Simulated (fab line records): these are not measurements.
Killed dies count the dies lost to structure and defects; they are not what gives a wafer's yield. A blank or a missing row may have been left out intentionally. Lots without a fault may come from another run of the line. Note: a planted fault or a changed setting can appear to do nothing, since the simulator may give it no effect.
fab line records	flow gf180mcu
record: lots: 11	wafers: 33	last-day: 34
route steps=602 shown STI@4 M3@426 V4@479
lots untouched by any fault: they come from a run of this same line in which no faults occurred
start-h: hours from the record's opening day to when the first of the lot's shown wafers began	wait-h: hours since the lot's step before	" the same as in the row above	L1.1+2: a single row standing in for several wafers	- no value present, or no start provided	* or withheld: withheld	< > ~ a bound
route shown NAME@n: names a module that has steps shown in the file, with the first one's number in the route	usual: mean and standard deviation over wafers with no fault	same: alike in all rows	chamber/n: place in a boat	sites: per-site readings	_std_site: their standard deviation	_edge_site: the outer-site mean with the inner-site mean subtracted	radius-mm: for every site, how far away it sits from the centre of the wafer	mask NAME#n: copy n	behind: the last tool/chamber to shape the wafer	hold: why the lot went on hold/how many hours it stayed there/how the hold came to an end	device: which transistor (n, p or np) failed to switch	end of line: at the end of the route, the tests of the same wafers	step lacking rows: just its recipe	killed: at the first sort, the dies lost to defects and structure; wafer yield is something else	map: a wafer's dies, x killed, . not, _ none there
set.NAME: setting as actually run; set.NAME@STEP: the setting as run at that earlier step	model.NAME: the simulator's own value behind a step, which no gauge read
one table for each step of the route and one row for each wafer, over a sample of lots
services: the hour from which a tool's chamber was out of use, counted from the record's first day as start-h (under 0 if before that day), plus the number of hours and why
== steps ==
step: GF_STI_CVD_03
recipe: material: Si3N4	precursor: DCS/NH3	target-thk-nm: 207.16	temp-c: 770	time-s: 3551	pressure-mtorr: 250
usual: spike-tc-bottom-C: 789.7/3	spike-tc-centre-C: 770.0/1.2	spike-tc-lower-C: 770.6/1.1	spike-tc-top-C: 784.5/3	spike-tc-upper-C: 770.9/1.2	susceptor-temp-C: 770.0/0.32	zone-power-lower-pct: 12.6/1.1
lot.wafer	tool	chamber	start-h	wait-h	spike-tc-bottom-C	spike-tc-centre-C	spike-tc-lower-C	spike-tc-top-C	spike-tc-upper-C	susceptor-temp-C	zone-power-lower-pct
L949.1	lpcvd-02	1	12.92	0.1	795.3	770.3	768.4	782.8	772.3	770.1	11.9
L949.2	"	1	"	"	795.2	772.3	768.7	784.8	770.3	770.0	11.7
L949.5	"	1	"	"	795.1	769.7	771.6	784.4	770.8	769.8	11.7
L950.2	lpcvd-01	0	16.57	0.0	786.0	768.4	772.0	786.1	771.9	770.2	14.3
L950.3	"	0	"	"	787.2	769.3	768.7	785.5	770.9	769.9	14.1
L950.4	"	0	"	"	786.8	769.5	771.0	788.2	771.8	770.3	14.0
L951.1	lpcvd-01	1	21.57	0.1	785.5	769.5	770.6	779.1	770.5	770.4	13.0
L951.3	"	1	"	"	788.7	772.6	771.6	779.0	771.8	769.5	12.8
L951.5	"	1	"	"	789.1	771.5	771.7	778.8	771.7	770.0	13.1
L952.1	lpcvd-01	1	26.75	0.1	787.9	770.6	771.5	779.6	771.9	770.2	13.1
L952.2	"	1	"	"	788.5	769.3	771.2	778.7	770.3	769.9	13.2
L952.4	"	1	"	"	789.1	769.7	771.3	777.5	770.7	770.3	13.3
L953.3	lpcvd-02	0	31.86	0.3	788.9	771.3	771.5	785.3	771.0	769.7	11.6
L953.5	"	0	"	"	787.3	769.9	770.0	784.8	770.3	770.3	11.7
L953.6	"	0	"	"	786.3	769.1	769.1	784.9	770.0	769.7	11.6
L954.2	lpcvd-02	1	37.73	0.0	793.5	771.0	770.7	784.1	771.0	769.4	11.7
L954.4	"	1	"	"	793.9	769.1	768.3	784.2	769.6	769.4	11.6
L954.6	"	1	"	"	793.7	770.1	769.5	784.1	769.3	769.9	11.7
L955.3	lpcvd-02	0	42.06	0.0	787.6	768.9	769.4	786.7	769.6	770.4	11.6
L955.5	"	0	"	"	787.2	767.5	770.5	786.1	769.7	770.1	11.5
L955.6	"	0	"	"	788.7	768.4	771.6	785.3	771.1	770.0	11.6
L957.1	lpcvd-02	0	51.81	0.1	788.8	769.4	772.1	786.8	770.0	770.1	11.4
L957.2	"	0	"	"	788.3	770.8	771.1	785.8	768.1	769.7	11.5
L957.5	"	0	"	"	787.8	768.7	770.3	786.1	769.6	770.2	11.5
L962.2	lpcvd-02	1	76.57	0.0	802.2	776.5	777.8	792.2	779.7	777.2	11.7
L962.4	"	1	"	"	802.4	776.9	775.6	791.9	778.4	777.6	11.9
L962.6	"	1	"	"	802.9	777.2	776.9	792.9	778.4	777.9	12.2
L970.2	lpcvd-01	0	116.57	0.0	788.5	767.0	771.3	787.3	773.1	770.1	14.0
L970.3	"	0	"	"	787.1	769.3	770.3	787.3	771.3	770.6	14.2
L970.6	"	0	"	"	787.2	768.2	770.0	787.8	770.0	770.5	14.3
L972.2	lpcvd-01	0	126.57	0.0	786.5	770.6	770.8	787.5	772.3	769.6	14.1
L972.5	"	0	"	"	788.9	769.8	770.3	786.8	772.1	769.3	14.2
L972.6	"	0	"	"	787.7	770.1	770.8	785.9	773.5	769.6	14.4
step: GF_STI_THK_MEAS_04
recipe: reads: Si3N4_of_STI_CVD_03
usual: STI_CVD_03_THK: 207.6/2.1
lot.wafer	tool	chamber	start-h	wait-h	STI_CVD_03_THK[nm]
L949.1	film-metro-01	-	14.91	0.0	209.2
L949.2	"	-	"	"	209.1
L949.5	"	-	"	"	208.3
L950.2	film-metro-03	-	19.56	0.0	207.3
L950.3	"	-	"	"	204.5
L950.4	"	-	"	"	208.1
L951.1	film-metro-02	-	23.56	0.0	206.1
L951.3	"	-	"	"	206.2
L951.5	"	-	"	"	204.8
L952.1	film-metro-03	-	28.74	0.0	204.6
L952.2	"	-	"	"	205.1
L952.4	"	-	"	"	205.4
L953.3	film-metro-03	-	33.87	0.0	211.7
L953.5	"	-	"	"	211.7
L953.6	"	-	"	"	212.2
L954.2	film-metro-01	-	39.73	0.0	208.1
L954.4	"	-	"	"	205.9
L954.6	"	-	"	"	206.3
L955.3	film-metro-03	-	44.07	0.0	205.9
L955.5	"	-	"	"	206.5
L955.6	"	-	"	"	205.2
L957.1	film-metro-02	-	53.80	0.0	208.6
L957.2	"	-	"	"	208.4
L957.5	"	-	"	"	209.6
L962.2	film-metro-01	-	78.57	0.0	238.7
L962.4	"	-	"	"	238.8
L962.6	"	-	"	"	238.2
L970.2	film-metro-02	-	118.57	0.0	209.3
L970.3	"	-	"	"	209.3
L970.6	"	-	"	"	210.3
L972.2	film-metro-03	-	128.57	0.0	208.0
L972.5	"	-	"	"	207.3
L972.6	"	-	"	"	207.2
step: GF_STI_ETCH_13
recipe: chemistry: CHF3/O2	stop-on: Si	over-etch-frac: 0.3	target-depth-a: 2823.1	source-w: 600	bias-w: 200	pressure-mtorr: 40	chf3-flow-sccm: 50	O2_flow_sccm: 5	time-s: 112.9
usual: drypump-motor-current-A: 5.4/0.33	oes-product-au: 0.833/0.0061	throttle-valve-pct: 8.812/0.0086
lot.wafer	tool	chamber	start-h	wait-h	drypump-motor-current-A	oes-product-au	rf-hours-counter-h	throttle-valve-pct
L949.1	rie-diel-02	0	27.51	0.1	5.1	0.838	123	8.827
L949.2	"	2	"	"	5.2	0.828	38	8.812
L949.5	"	0	"	"	5.1	0.836	-	8.815
L950.2	rie-diel-02	2	31.38	0.1	5.3	0.831	38	8.817
L950.3	"	0	"	"	5.1	0.825	123	8.811
L950.4	"	3	"	"	5.1	0.834	97	8.808
L951.1	rie-diel-02	0	35.73	0.1	5.1	0.831	123	8.817
L951.3	"	3	"	"	5.0	0.835	97	8.814
L951.5	"	1	"	"	5.6	0.820	-	8.801
L952.1	rie-diel-01	0	41.23	0.1	5.0	0.832	63	8.811
L952.2	"	1	"	"	5.7	0.828	169	8.805
L952.4	"	2	"	"	6.0	0.817	20	8.802
L953.3	rie-diel-01	3	46.10	0.1	5.4	0.841	6	8.816
L953.5	"	3	"	"	5.4	0.843	-	8.830
L953.6	"	0	"	"	5.0	0.846	-	8.820
L954.2	rie-diel-01	1	52.08	0.1	5.7	0.841	170	8.827
L954.4	"	2	"	"	6.0	0.844	20	8.817
L954.6	"	0	"	"	5.0	0.823	-	8.831
L955.3	rie-diel-02	2	56.50	0.1	5.3	0.824	39	8.807
L955.5	"	2	"	"	5.3	0.833	-	8.809
L955.6	"	1	"	"	5.6	0.826	-	8.796
L957.1	rie-diel-01	1	67.10	0.1	5.7	0.831	170	8.809
L957.2	"	3	"	"	5.4	0.832	7	8.821
L957.5	"	3	"	"	5.4	0.837	-	8.814
L962.2	rie-diel-01	0	92.46	0.1	5.0	0.900	64	8.833
L962.4	"	3	"	"	5.4	0.908	-	8.824
L962.6	"	0	"	"	5.0	0.898	-	8.837
L970.2	rie-diel-02	2	133.73	0.1	5.3	0.836	41	8.807
L970.3	"	0	"	"	5.2	0.834	126	8.827
L970.6	"	2	"	"	5.3	0.831	-	8.819
L972.2	rie-diel-04	1	143.55	0.1	5.7	0.834	21	8.810
L972.5	"	1	"	"	5.7	0.836	-	8.813
L972.6	"	3	"	"	5.6	0.831	-	8.807
step: GF_M3_STRIP_17
recipe: chemistry: O2/N2	power-w: 1400	pressure-mtorr: 1500	platen-temp-c: 250	o2-flow-sccm: 3000	n2-flow-sccm: 300	overash-fraction: 0.5
usual: drypump-motor-current-A: 5.58/0.23	heater-power-w: 322/32	oes-product-au: 0.538/0.0046	strip-time-to-endpoint-s: 7.40/0.051
lot.wafer	tool	chamber	start-h	wait-h	drypump-motor-current-A	heater-power-w	oes-product-au	rf-hours-counter-h	strip-time-to-endpoint-s
L949.1	plasma-asher-04	0	496.94	0.1	5.22	325	0.539	91	7.40
L949.2	"	1	"	"	5.78	274	0.541	91	7.51
L949.5	"	1	"	"	5.79	273	0.534	-	7.37
L950.2	plasma-asher-02	1	506.43	0.1	5.47	384	0.541	75	7.43
L950.3	"	1	"	"	5.45	397	0.548	-	7.43
L950.4	"	0	"	"	5.69	323	0.536	-	7.42
L951.1	plasma-asher-02	0	515.11	0.2	5.70	327	0.540	77	7.45
L951.3	"	1	"	"	5.49	378	0.532	-	7.47
L951.5	"	0	"	"	5.74	317	0.538	-	7.46
L952.1	plasma-asher-03	0	516.21	0.1	5.84	317	0.533	40	7.39
L952.2	"	1	"	"	5.57	343	0.537	40	7.41
L952.4	"	1	"	"	5.55	338	0.545	-	7.37
L953.3	plasma-asher-02	0	533.02	0.1	5.75	316	0.527	-	7.38
L953.5	"	0	"	"	5.71	323	0.536	-	7.40
L953.6	"	1	"	"	5.50	398	0.537	-	7.36
L954.2	plasma-asher-03	1	536.84	0.1	5.58	331	0.543	42	7.43
L954.4	"	0	"	"	5.75	315	0.539	-	7.46
L954.6	"	1	"	"	5.58	335	0.537	-	7.41
L955.3	plasma-asher-02	0	548.72	0.1	5.68	331	0.540	-	7.50
L955.5	"	1	"	"	5.47	388	0.538	-	7.42
L955.6	"	0	"	"	5.72	324	0.537	-	7.50
L957.1	plasma-asher-04	1	561.21	0.1	5.82	279	0.538	97	7.48
L957.2	"	0	"	"	5.23	318	0.539	97	7.39
L957.5	"	1	"	"	5.80	280	0.534	-	7.47
L962.2	plasma-asher-04	1	598.69	0.1	5.84	280	0.537	101	7.37
L962.4	"	0	"	"	5.23	317	0.546	-	7.39
L962.6	"	0	"	"	5.23	321	0.546	-	7.38
L970.2	plasma-asher-04	1	654.56	0.1	5.86	278	0.549	107	7.47
L970.3	"	0	"	"	5.22	326	0.541	-	7.47
L970.6	"	0	"	"	5.22	314	0.535	-	7.32
L972.2	plasma-asher-03	0	674.91	0.1	5.81	317	0.535	57	7.30
L972.5	"	1	"	"	5.56	337	0.536	-	7.30
L972.6	"	0	"	"	5.81	322	0.537	-	7.36
step: GF_V4_THK_MEAS_03
recipe: reads: SiO2_of_V4_CVD_02
usual: V4_CVD_02_THK: 850/11
lot.wafer	tool	chamber	start-h	wait-h	V4_CVD_02_THK[nm]
L949.1	film-metro-02	-	547.72	0.0	842
L949.2	"	-	"	"	835
L949.5	"	-	"	"	856
L950.2	film-metro-04	-	556.32	0.0	847
L950.3	"	-	"	"	847
L950.4	"	-	"	"	867
L951.1	film-metro-03	-	564.61	0.0	843
L951.3	"	-	"	"	827
L951.5	"	-	"	"	844
L952.1	film-metro-03	-	564.82	0.0	833
L952.2	"	-	"	"	836
L952.4	"	-	"	"	848
L953.3	film-metro-04	-	581.65	0.1	845
L953.5	"	-	"	"	849
L953.6	"	-	"	"	850
L954.2	film-metro-03	-	584.68	0.0	847
L954.4	"	-	"	"	869
L954.6	"	-	"	"	870
L955.3	film-metro-02	-	596.06	0.1	864
L955.5	"	-	"	"	853
L955.6	"	-	"	"	862
L957.1	film-metro-02	-	608.26	0.1	845
L957.2	"	-	"	"	841
L957.5	"	-	"	"	859
L962.2	film-metro-02	-	643.19	0.0	831
L962.4	"	-	"	"	852
L962.6	"	-	"	"	840
L970.2	film-metro-04	-	697.51	0.0	838
L970.3	"	-	"	"	833
L970.6	"	-	"	"	840
L972.2	film-metro-03	-	716.96	0.0	842
L972.5	"	-	"	"	858
L972.6	"	-	"	"	852
step: GF_V4_ETCH_16
recipe: chemistry: N2/H2	target-depth-a: withheld	overetch-a: withheld	time-s: withheld	target: BARC	ion-energy-ev: 200	source-w: 500	bias-w: 100	pressure-mtorr: 30	n2-flow-sccm: 100	h2-flow-sccm: 200
usual: drypump-motor-current-A: 5.34/0.27	oes-product-au: 0.854/0.0047	throttle-valve-pct: 13.225/0.0094
lot.wafer	tool	chamber	start-h	wait-h	drypump-motor-current-A	oes-product-au	throttle-valve-pct
L949.1	rie-diel-04	2	570.09	0.0	5.57	0.848	13.234
L949.2	"	1	"	"	5.68	0.848	13.221
L949.5	"	3	"	"	5.59	0.848	13.222
L950.2	rie-diel-01	2	579.10	0.0	6.02	0.860	13.221
L950.3	"	3	"	"	5.39	0.855	13.232
L950.4	"	0	"	"	5.03	0.858	13.231
L951.1	rie-diel-02	3	587.28	0.0	5.10	0.860	13.237
L951.3	"	2	"	"	5.26	0.854	13.241
L951.5	"	2	"	"	5.25	0.850	13.218
L952.1	rie-diel-04	3	587.63	0.0	5.62	0.851	13.214
L952.2	"	1	"	"	5.68	0.857	13.227
L952.4	"	0	"	"	4.92	0.866	13.233
L953.3	rie-diel-02	0	603.73	0.0	5.14	0.850	13.232
L953.5	"	0	"	"	5.14	0.854	13.207
L953.6	"	3	"	"	5.13	0.854	13.221
L954.2	rie-diel-04	3	605.95	0.0	5.63	0.849	13.230
L954.4	"	2	"	"	5.57	0.853	13.220
L954.6	"	2	"	"	5.56	0.853	13.222
L955.3	rie-diel-02	2	617.25	0.0	5.24	0.858	13.222
L955.5	"	0	"	"	5.16	0.857	13.221
L955.6	"	3	"	"	5.12	0.859	13.223
L957.1	rie-diel-02	0	629.59	0.0	5.13	0.854	13.238
L957.2	"	2	"	"	5.28	0.852	13.236
L957.5	"	2	"	"	5.26	0.854	13.219
L962.2	rie-diel-02	1	663.09	0.0	5.60	0.854	13.217
L962.4	"	0	"	"	5.15	0.858	13.234
L962.6	"	2	"	"	5.27	0.858	13.226
L970.2	rie-diel-02	1	716.35	0.0	5.61	0.855	13.227
L970.3	"	2	"	"	5.26	0.850	13.230
L970.6	"	3	"	"	5.14	0.855	13.231
L972.2	rie-diel-01	1	735.13	0.0	5.71	0.856	13.231
L972.5	"	0	"	"	5.01	0.854	13.235
L972.6	"	3	"	"	5.38	0.853	13.216
== services ==
tool	chamber	start-h	hours	kind
rie-diel-02	-	5.78	1.0	repair
rie-diel-02	2	59.33	9.3	repair
rie-diel-02	0	101.77	4.3	repair
lpcvd-01	-	150.21	2.8	pm
lpcvd-02	-	177.97	2.1	repair
rie-diel-01	1	182.34	17.5	repair
rie-diel-02	3	196.03	21.0	repair
rie-diel-02	2	196.67	48.9	repair
rie-diel-02	0	211.10	4.0	repair
rie-diel-02	1	211.76	4.1	repair
lpcvd-02	-	263.54	1.8	repair
rie-diel-01	-	319.90	2.8	pm
rie-diel-02	-	353.18	14.6	pm
lpcvd-01	-	413.07	1.2	repair
rie-diel-02	1	430.80	2.8	repair
rie-diel-01	1	438.33	11.4	repair
lpcvd-02	-	473.86	1.1	repair
rie-diel-02	-	546.81	2.8	pm
rie-diel-02	-	557.08	4.2	repair
rie-diel-02	1	593.78	15.1	repair
lpcvd-02	-	624.33	1.6	repair
rie-diel-01	-	685.54	14.6	pm
rie-diel-02	0	715.48	3.5	repair
lpcvd-02	-	724.86	6.1	pm
== key ==
first-sign: step: GF_STI_CVD_03	reading: susceptor-temp-C	direction: up	sigmas: 23	usual: *	struck: *
effect: step: GF_STI_CVD_03	reading: spike-tc-upper-C	direction: up	sigmas: 6.3	usual: 770.9	struck: 778.8
effect: step: GF_STI_THK_MEAS_04	reading: STI_CVD_03_THK	direction: up	sigmas: 15	usual: 207.6	struck: 238.6
effect: step: GF_STI_ETCH_13	reading: oes-product-au	direction: up	sigmas: 11	usual: 0.833	struck: 0.902
met-at GF_STI_CVD_03
struck-lots L962
struck-wafers L962.2,L962.4,L962.6
tester-left-out L962
not-acting-at GF_M3_STRIP_17,GF_V4_THK_MEAS_03,GF_V4_ETCH_16
onset-between 37.73 76.57
fault: kind: process-parameter-drift	tool: lpcvd-02	chamber: 1	onset-h: 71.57	steps: GF_STI_CVD_03	channel: temp-c	offset: *	shape: step	end-h: 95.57	acts-in: *	stated: *
tester-left-out: of these lots the tester's yield and bins aren't shown, on N5 and GAA mostly nor the transistor test; their killed dies are dies lost to structure and defects alone, not to doping, threshold or leakage, so they don't give the yield
